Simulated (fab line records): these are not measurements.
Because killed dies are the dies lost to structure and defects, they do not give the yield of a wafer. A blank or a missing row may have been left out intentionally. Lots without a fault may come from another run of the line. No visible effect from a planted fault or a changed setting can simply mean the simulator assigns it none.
fab line records	flow sky130
record lots=11	wafers=33	last_day=52
route steps=708 shown POLY_CUT@315 SD_N@356 SD_P@359 LI_CONTACT@364
lots untouched by any fault: they come from a run of this same line in which no faults occurred
start_h: hours from the record's opening day to when the first of the lot's shown wafers began	wait_h: time in hours since the lot's previous step	" as in the row above	L1.1+2: several wafers, shown together as one row	- no value, or no start was given	* or withheld: withheld	< > ~ a bound
route shown NAME@n: names a module that has steps shown in the file, with the first one's number in the route	usual: average and standard deviation across the fault-free wafers	same: alike in all rows	chamber/n: place in a boat	sites: per-site readings	_std_site: standard deviation of those values	_edge_site: mean of outer sites minus mean of inner sites	radius_mm: how far each site lies from the wafer's centre	mask NAME#n: copy n	behind: the tool/chamber that last shaped the wafer	hold: why the lot went on hold/how many hours it stayed there/how the hold came to an end	device: whichever transistor did not switch (one of n, p or np)	end of line: at the end of the route, the tests of the same wafers	where a step has no rows: the recipe by itself	killed: count of dies lost to structure and defects at first sort (not the wafer's yield)	map: dies across one wafer; x = killed, . = not, _ = none there
set.NAME: the run value of the setting; set.NAME@STEP: its run value at that earlier step	model.NAME: the simulator's own value behind a step, which no gauge read
the route's steps for a sample of lots (tables are steps, rows are wafers)
services: the hour from which a tool's chamber was out of use, counted from the record's first day as start_h (under 0 if before that day), plus the number of hours and why
## steps
# step SKY_POLY_CUT_CD_MEAS_08
# recipe target_cd_nm=270
# usual cd_nm=270.2/1.2
lot.wafer	tool	chamber	start_h	wait_h	cd_nm
L471.2	cd_sem-02	-	582.47	-	269.9
L471.3	"	-	"	"	267.8
L471.4	"	-	"	"	268.8
L474.4	cd_sem-01	-	624.30	-	269.0
L474.5	"	-	"	"	267.7
L474.6	"	-	"	"	269.6
L475.1	cd_sem-02	-	627.59	-	269.9
L475.3	"	-	"	"	270.7
L475.4	"	-	"	"	271.0
L476.1	cd_sem-02	-	636.44	-	267.8
L476.2	"	-	"	"	269.6
L476.5	"	-	"	"	268.5
L477.1	cd_sem-02	-	643.44	-	271.0
L477.2	"	-	"	"	270.4
L477.6	"	-	"	"	271.3
L482.2	cd_sem-01	-	685.01	-	270.7
L482.3	"	-	"	"	269.8
L482.4	"	-	"	"	271.5
L486.1	cd_sem-01	-	719.09	-	271.7
L486.2	"	-	"	"	271.5
L486.6	"	-	"	"	272.7
L488.2	cd_sem-01	-	744.76	-	270.1
L488.4	"	-	"	"	270.6
L488.5	"	-	"	"	270.0
L490.1	cd_sem-02	-	749.40	-	270.0
L490.4	"	-	"	"	269.3
L490.5	"	-	"	"	269.5
L491.2	cd_sem-01	-	759.52	-	268.1
L491.3	"	-	"	"	268.8
L491.6	"	-	"	"	268.4
L492.2	cd_sem-02	-	764.71	-	269.4
L492.3	"	-	"	"	270.6
L492.6	"	-	"	"	270.1
# step SKY_SD_N_RTA_14
# recipe temp_c=1075	time_s=2	idle_temp_c=650	ramp_up_c_per_s=150	ramp_down_c_per_s=90	ambient=N2
# usual lamp_power_pct=15.74/0.052	wafer_temp_C_max=1078.2/1.4
lot.wafer	tool	chamber	start_h	wait_h	lamp_power_pct	wafer_temp_C_max
L471.2	rtp_anneal-01	0	672.07	0.0	15.72	1077.2
L471.3	"	0	"	"	15.70	1079.0
L471.4	"	0	"	"	15.73	1078.3
L474.4	rtp_anneal-02	0	711.46	0.0	15.86	1076.7
L474.5	"	0	"	"	15.78	1079.0
L474.6	"	0	"	"	15.77	1076.9
L475.1	rtp_anneal-01	0	715.26	0.0	15.75	1077.2
L475.3	"	0	"	"	15.71	1078.8
L475.4	"	0	"	"	15.64	1076.9
L476.1	rtp_anneal-02	0	722.91	0.0	15.80	1077.7
L476.2	"	0	"	"	15.81	1078.5
L476.5	"	0	"	"	15.81	1079.1
L477.1	rtp_anneal-01	0	730.52	0.0	15.66	1079.1
L477.2	"	0	"	"	15.75	1077.2
L477.6	"	0	"	"	15.79	1077.8
L482.2	rtp_anneal-02	0	771.37	0.0	15.77	1076.2
L482.3	"	0	"	"	15.75	1080.1
L482.4	"	0	"	"	15.70	1076.8
L486.1	rtp_anneal-02	0	804.48	0.0	15.77	1077.6
L486.2	"	0	"	"	15.69	1076.9
L486.6	"	0	"	"	15.79	1077.6
L488.2	rtp_anneal-01	0	830.32	0.0	15.70	1078.4
L488.4	"	0	"	"	15.71	1078.6
L488.5	"	0	"	"	15.68	1076.3
L490.1	rtp_anneal-02	0	836.16	0.0	15.75	1078.4
L490.4	"	0	"	"	15.66	1079.4
L490.5	"	0	"	"	15.69	1078.5
L491.2	rtp_anneal-01	0	846.88	0.0	15.78	1076.6
L491.3	"	0	"	"	15.71	1080.6
L491.6	"	0	"	"	15.70	1079.2
L492.2	rtp_anneal-02	0	851.43	0.0	15.71	1076.5
L492.3	"	0	"	"	15.72	1082.2
L492.6	"	0	"	"	15.85	1076.4
# step SKY_SD_N_RS_MEAS_16
# recipe thk_meas_gauge=four-point-probe
# usual SD_N_RS=68.55/0.13
lot.wafer	tool	chamber	start_h	wait_h	SD_N_RS[ohm/sq]
L471.2	film_metro-02	-	672.25	0.1	68.45
L471.3	"	-	"	"	68.40
L471.4	"	-	"	"	68.47
L474.4	film_metro-02	-	711.66	0.1	68.81
L474.5	"	-	"	"	68.96
L474.6	"	-	"	"	68.85
L475.1	film_metro-04	-	715.43	0.1	68.54
L475.3	"	-	"	"	68.71
L475.4	"	-	"	"	68.48
L476.1	film_metro-04	-	723.08	0.1	68.67
L476.2	"	-	"	"	68.46
L476.5	"	-	"	"	68.61
L477.1	film_metro-04	-	730.69	0.1	68.56
L477.2	"	-	"	"	68.65
L477.6	"	-	"	"	68.49
L482.2	film_metro-01	-	771.56	0.1	68.67
L482.3	"	-	"	"	68.72
L482.4	"	-	"	"	68.56
L486.1	film_metro-04	-	804.65	0.1	68.56
L486.2	"	-	"	"	68.44
L486.6	"	-	"	"	68.57
L488.2	film_metro-02	-	830.51	0.1	71.28
L488.4	"	-	"	"	71.31
L488.5	"	-	"	"	71.26
L490.1	film_metro-01	-	836.33	0.1	68.45
L490.4	"	-	"	"	68.43
L490.5	"	-	"	"	68.44
L491.2	film_metro-02	-	847.06	0.1	71.35
L491.3	"	-	"	"	71.48
L491.6	"	-	"	"	71.33
L492.2	film_metro-04	-	851.61	0.1	68.55
L492.3	"	-	"	"	68.30
L492.6	"	-	"	"	68.53
# step SKY_SD_N_RS_MEAS_17
# recipe thk_meas_gauge=four-point-probe
# usual SD_P_RS=147.0/0.37
lot.wafer	tool	chamber	start_h	wait_h	SD_P_RS[ohm/sq]
L471.2	film_metro-02	-	672.37	0.1	146.8
L471.3	"	-	"	"	146.9
L471.4	"	-	"	"	146.9
L474.4	film_metro-02	-	711.78	0.1	147.1
L474.5	"	-	"	"	147.5
L474.6	"	-	"	"	147.4
L475.1	film_metro-04	-	715.55	0.1	146.8
L475.3	"	-	"	"	147.3
L475.4	"	-	"	"	147.1
L476.1	film_metro-04	-	723.20	0.1	147.7
L476.2	"	-	"	"	147.4
L476.5	"	-	"	"	147.2
L477.1	film_metro-04	-	730.81	0.1	146.7
L477.2	"	-	"	"	147.5
L477.6	"	-	"	"	147.0
L482.2	film_metro-01	-	771.68	0.1	146.8
L482.3	"	-	"	"	147.1
L482.4	"	-	"	"	146.7
L486.1	film_metro-04	-	804.77	0.1	146.6
L486.2	"	-	"	"	146.2
L486.6	"	-	"	"	146.8
L488.2	film_metro-02	-	830.63	0.1	162.5
L488.4	"	-	"	"	162.1
L488.5	"	-	"	"	162.9
L490.1	film_metro-01	-	836.45	0.1	146.9
L490.4	"	-	"	"	146.8
L490.5	"	-	"	"	146.7
L491.2	film_metro-02	-	847.18	0.1	162.7
L491.3	"	-	"	"	162.3
L491.6	"	-	"	"	162.7
L492.2	film_metro-04	-	851.73	0.1	147.0
L492.3	"	-	"	"	146.3
L492.6	"	-	"	"	146.7
# step SKY_LI_CONTACT_CMP_02
# recipe material=PSG	down_force_psi=4	platen_rpm=60	pad_velocity_m_s=0.94248
# usual motor_current_A=11.5/1	slurry_filter_dp_kPa=13.51/0.13	time_to_endpoint_s=32.8/2.6
lot.wafer	tool	chamber	start_h	wait_h	motor_current_A	slurry_filter_dp_kPa	time_to_endpoint_s
L471.2	cmp-01	0	672.78	0.0	10.5	13.73	30.1
L471.3	"	2	"	"	10.6	13.51	28.1
L471.4	"	3	"	"	13.4	13.57	28.8
L474.4	cmp-02	3	712.14	0.0	11.5	13.41	33.3
L474.6	"	3	"	"	10.9	13.44	32.9
L474.5	"	0	"	"	10.5	13.54	33.6
L475.4	cmp-01	3	715.97	0.0	13.3	13.55	28.2
L475.1	"	0	"	"	10.8	13.75	29.4
L475.3	"	1	"	"	12.1	13.43	29.5
L476.1	cmp-02	0	723.67	0.1	10.9	13.52	35.0
L476.2	"	1	"	"	11.6	13.71	35.3
L476.5	"	0	"	"	10.4	13.22	34.5
L477.2	cmp-01	1	731.33	0.1	12.8	13.60	33.3
L477.1	"	2	"	"	10.3	13.55	32.9
L477.6	"	0	"	"	10.7	13.68	33.6
L482.2	cmp-02	1	772.20	0.2	11.6	13.45	35.5
L482.4	"	2	"	"	11.7	13.50	35.7
L482.3	"	3	"	"	11.2	13.69	34.9
L486.2	cmp-01	0	805.19	0.0	10.0	13.50	37.3
L486.1	"	3	"	"	13.7	13.44	30.3
L486.6	"	0	"	"	10.6	13.32	33.5
L488.2	cmp-02	1	831.03	0.0	12.5	13.58	35.5
L488.4	"	2	"	"	11.3	13.46	33.3
L488.5	"	1	"	"	11.6	13.62	36.7
L490.4	cmp-01	3	836.92	0.1	14.0	13.69	29.1
L490.1	"	0	"	"	11.0	13.59	30.0
L490.5	"	3	"	"	13.9	13.26	28.4
L491.2	cmp-01	0	847.73	0.1	10.3	13.16	33.6
L491.3	"	1	"	"	12.9	13.42	32.9
L491.6	"	2	"	"	11.2	13.53	33.2
L492.3	cmp-02	3	852.23	0.1	10.8	13.40	30.2
L492.2	"	0	"	"	10.6	13.49	34.6
L492.6	"	2	"	"	11.0	13.46	31.3
# step SKY_LI_CONTACT_ETCH_14
# recipe chemistry=N2/H2	target=BARC	ion_energy_ev=200	source_w=500	bias_w=100	pressure_mtorr=30	n2_flow_sccm=100	h2_flow_sccm=200	stop_on=SiO2	time_s=45.9	target_depth_a=600
# usual drypump_motor_current_A=5.8/0.37	oes_product_au=0.856/0.0046	throttle_valve_pct=13.226/0.0091
lot.wafer	tool	chamber	start_h	wait_h	drypump_motor_current_A	oes_product_au	rf_hours_counter_h	throttle_valve_pct
L471.2	rie_diel-02	1	701.25	0.0	5.4	0.855	13	13.223
L471.3	"	0	"	"	5.5	0.854	22	13.226
L471.4	"	3	"	"	5.5	0.856	12	13.208
L474.4	rie_diel-02	1	741.01	0.0	5.4	0.849	13	13.240
L474.5	"	1	"	"	5.4	0.860	-	13.211
L474.6	"	0	"	"	5.5	0.859	-	13.228
L475.1	rie_diel-04	0	745.25	0.0	5.4	0.856	12	13.247
L475.3	"	3	"	"	6.2	0.869	8	13.236
L475.4	"	1	"	"	6.3	0.853	11	13.227
L476.1	rie_diel-01	2	752.95	0.0	5.5	0.857	7	13.228
L476.2	"	1	"	"	5.9	0.859	6	13.231
L476.5	"	1	"	"	5.9	0.854	-	13.222
L477.1	rie_diel-02	0	760.50	0.0	5.5	0.856	24	13.226
L477.2	"	3	"	"	5.5	0.858	14	13.223
L477.6	"	3	"	"	5.5	0.856	-	13.214
L482.2	rie_diel-04	2	800.51	0.0	5.7	0.855	15	13.242
L482.3	"	0	"	"	5.4	0.857	13	13.218
L482.4	"	1	"	"	6.3	0.857	12	13.235
L486.1	rie_diel-01	3	834.75	0.0	5.1	0.854	20	13.218
L486.2	"	1	"	"	5.9	0.853	8	13.227
L486.6	"	0	"	"	6.2	0.849	-	13.226
L488.2	rie_diel-01	3	860.21	0.0	5.1	0.852	21	13.217
L488.4	"	1	"	"	5.9	0.850	9	13.216
L488.5	"	0	"	"	6.1	0.857	-	13.222
L490.1	rie_diel-01	0	866.45	0.0	6.2	0.855	15	13.215
L490.4	"	3	"	"	5.1	0.855	21	13.232
L490.5	"	1	"	"	5.9	0.852	-	13.244
L491.2	rie_diel-01	0	876.15	0.0	6.2	0.859	15	13.215
L491.3	"	2	"	"	5.6	0.845	11	13.233
L491.6	"	1	"	"	5.9	0.853	-	13.211
L492.2	rie_diel-01	1	881.71	0.0	5.9	0.853	10	13.228
L492.3	"	3	"	"	5.1	0.859	22	13.226
L492.6	"	2	"	"	5.5	0.852	-	13.220
## services
tool	chamber	start_h	hours	kind
rie_diel-02	3	669.69	7.1	repair
cmp-02	-	689.33	0.7	repair
rie_diel-04	0	711.09	7.2	repair
cmp-02	-	726.38	1.7	repair
rie_diel-01	3	739.53	1.5	repair
cmp-01	-	744.00	4.0	pm
cmp-01	-	748.00	-	consumable_replace:conditioner
cmp-01	-	748.37	1.5	repair
rtp_anneal-02	-	763.15	2.4	pm
cmp-01	-	774.98	7.1	pm
cmp-02	-	776.65	1.7	repair
cmp-02	-	781.23	2.4	repair
rie_diel-04	-	782.31	2.8	pm
rie_diel-01	3	783.16	2.7	repair
cmp-02	-	784.78	4.2	pm
cmp-01	-	788.93	4.9	pm
rie_diel-04	0	797.61	2.8	repair
rie_diel-01	2	802.46	3.3	repair
cmp-01	-	805.65	0.6	repair
rie_diel-02	-	832.54	14.6	pm
cmp-01	-	839.96	1.0	repair
rie_diel-01	-	849.99	2.8	repair
rie_diel-02	-	859.71	0.4	repair
rie_diel-04	0	871.89	8.4	repair
## key
first_sign step=SKY_SD_N_RS_MEAS_16	reading=SD_N_RS	direction=up	sigmas=21	usual=68.55	struck=71.33
effect step=SKY_SD_N_RS_MEAS_17	reading=SD_P_RS	direction=up	sigmas=42	usual=147.0	struck=162.5
met_at SKY_SD_N_RTA_14
struck_lots L488,L491
tester_left_out L488,L491
not_acting_at SKY_POLY_CUT_CD_MEAS_08,SKY_LI_CONTACT_CMP_02,SKY_LI_CONTACT_ETCH_14
onset_between 730.52 830.32
fault kind=process_parameter_drift	tool=rtp_anneal-01	chamber=-	onset_h=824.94	steps=SKY_SD_N_RTA_14	channel=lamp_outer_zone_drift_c	offset=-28	shape=step	end_h=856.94
# tester_left_out: of these lots the tester's yield and bins aren't shown, on N5 and GAA mostly nor the transistor test; their killed dies are dies lost to structure and defects alone, not to doping, threshold or leakage, so they don't give the yield
